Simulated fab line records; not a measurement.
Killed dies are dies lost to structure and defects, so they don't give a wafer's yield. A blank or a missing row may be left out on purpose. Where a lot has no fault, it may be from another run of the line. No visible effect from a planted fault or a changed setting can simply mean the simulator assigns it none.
Struck lot and sound lot, side by side / flow gf180mcu / 28 steps out of a route of 602
Sound: wafers L504.2, L504.5, L504.6. Struck: wafer L501.2 (L501.3, L501.6, from the same lot, were not struck and are left out); the cause is given at the end.
For every step that has rows: the tool of each side, followed by ch and its chambers, followed by its first start. Under that, the readings that differ: sound wafers / struck wafers / difference of the means / sigmas: that difference in standard deviations of wafers without a fault.
alike: readings whose means differ by less than 2 such deviations, and words and numbers that are the same on both sides. not compared: withheld readings, readings that some wafer has no value for, bounds like >300 that may hide the same value, and numbers for which the record gives no deviation and whose values overlap.
Wherever a step has rows on one side only, a row that says differs or no value, or a row with sigmas, the two part there. Numbers that have no deviation but don't overlap get no sigmas and don't part them. Lack of a reading on every wafer of one side parts them only where that side has two or more wafers.

first, 3 steps without rows for these wafers: GF_PSD_EXPOSE_04 (exposes mask Pplus, target cd 400 nm); GF_PSD_PEB_05; GF_PSD_DEVELOP_06 (develop time 60 s).
GF_PSD_CD_MEAS_07: the cd target is 400 nm.
  sound on cd_sem-01, day 18 14:52; struck on cd_sem-01, day 17 19:10
  alike: cd_nm
GF_PSD_OVL_MEAS_08:
  sound on overlay-01, day 18 14:58; struck on overlay-02, day 17 19:16
  alike: PSD_OVL
then, 1 step without rows for these wafers: GF_PSD_IMPLANT_09.
GF_PSD_STRIP_10: strips in O2/N2.
  sound on plasma_asher-03 ch 0,1, day 18 15:08; struck on plasma_asher-03 ch 0, day 17 19:26
reading=oes_product_au (a.u.); sound=0.590 0.589 0.591; struck=0.580; difference=-0.010; sigmas=-2
reading=strip_time_to_endpoint_s (s); sound=16.49 16.51 16.52; struck=16.58; difference=+0.07; sigmas=+2
  alike: drypump_motor_current_A, heater_power_w
  not compared: rf_hours_counter_h
GF_PSD_TW_MEAS_11:
  sound on film_metro-01, day 18 15:15; struck on film_metro-04, day 17 19:33
  alike: PSD_TW
then, 1 step without rows for these wafers: GF_PSD_CLEAN_12 (cleans in SC1/SC2, time 150 s).
GF_PSD_RTA_13: time 20 s.
  sound on rtp_anneal-02 ch 0, day 18 15:22; struck on rtp_anneal-02 ch 0, day 17 19:40
  alike: lamp_power_pct, wafer_temp_C_max
GF_PSD_RS_MEAS_14: a four-point-probe measurement.
  sound on film_metro-03, day 18 15:28; struck on film_metro-03, day 17 19:46
  alike: NSD_RS
GF_PSD_RS_MEAS_15: a four-point-probe measurement.
  sound on film_metro-03, day 18 15:35; struck on film_metro-03, day 17 19:53
  alike: PSD_RS
GF_SAB_CVD_00: deposits SiO2 from TEOS, target thk 50 nm, time 4.9302 s.
  sound on pecvd-01 ch 0,1,2, day 18 15:41; struck on pecvd-02 ch 0, day 17 19:59
reading=model.SiO2_of_SAB_CVD_00.thk_nm (nm); sound=49.51 50.16 50.22; struck=58.88; difference=+8.92; sigmas=
  alike: heater_power_w
GF_SAB_THK_MEAS_01:
  sound on film_metro-01, day 18 15:43; struck on film_metro-04, day 17 20:20
reading=SAB_CVD_00_THK (nm); sound=49.5 50.2 50.3; struck=58.9; difference=+8.9; sigmas=+14
  not compared: hold
then, 6 steps without rows for these wafers: GF_SAB_HMDS_03 (prime time 60 s); GF_SAB_COAT_04 (resist thk 1000 nm); GF_SAB_SOFTBAKE_05 (time 60 s); GF_SAB_EXPOSE_06 (exposes mask SAB, target cd 420 nm); GF_SAB_PEB_07; GF_SAB_DEVELOP_08 (develop time 60 s).
GF_SAB_CD_MEAS_09: the cd target is 420 nm.
  sound on cd_sem-01, day 19 15:39; struck on cd_sem-01, day 18 19:52
  alike: cd_nm
GF_SAB_OVL_MEAS_10:
  sound on overlay-01, day 19 15:45; struck on overlay-01, day 18 19:59
  alike: SAB_OVL
GF_SAB_ETCH_11: etches SiO2 in C4F8/O2/Ar, target depth 55 nm, time 8.5 s.
  sound on rie_diel-01 ch 2,3, day 19 15:47; struck on rie_diel-02 ch 0, day 18 20:01
reading=oes_product_au (a.u.); sound=1.007 0.991 1.014; struck=0.984; difference=-0.020; sigmas=-2
  alike: bias_w
  not compared: rf_hours_counter_h
then, 1 step without rows for these wafers: GF_SAB_WET_ETCH_12 (etches SiO2 in dHF, target depth 22 nm, time 440 s).
GF_SAB_STRIP_13: strips in O2/N2.
  sound on plasma_asher-04 ch 0,1, day 19 16:05; struck on plasma_asher-01 ch 1, day 18 20:10
  alike: drypump_motor_current_A, heater_power_w, oes_product_au, strip_time_to_endpoint_s
  not compared: rf_hours_counter_h
then, 1 step without rows for these wafers: GF_SALICIDE_CLEAN_00 (cleans in SC1/SC2, time 150 s).
GF_SALICIDE_WET_ETCH_01: etches SiO2 in dHF, target depth 5 nm, time 100 s.
  sound on wet_bench-02 ch 3, day 19 16:14; struck on wet_bench-02 ch 3, day 18 20:19
reading=model.SiO2_of_SAB_CVD_00.thk_nm (nm); sound=38.83 39.47 39.57; struck=48.17; difference=+8.88; sigmas=
GF_SALICIDE_SPUTTER_02: material Co, target thk 10 nm, time 20 s.
  sound on pvd_sputter-01, day 19 16:17; struck on pvd_sputter-02, day 18 20:22
  alike: throttle_valve_pct

WHERE THEY PART
Last at GF_SAB_ETCH_11 as far as this record goes, first at GF_PSD_STRIP_10. Later steps at which nothing parts them and some readings are alike: GF_SAB_STRIP_13, GF_SALICIDE_SPUTTER_02.

WHY: whatever the simulator had introduced
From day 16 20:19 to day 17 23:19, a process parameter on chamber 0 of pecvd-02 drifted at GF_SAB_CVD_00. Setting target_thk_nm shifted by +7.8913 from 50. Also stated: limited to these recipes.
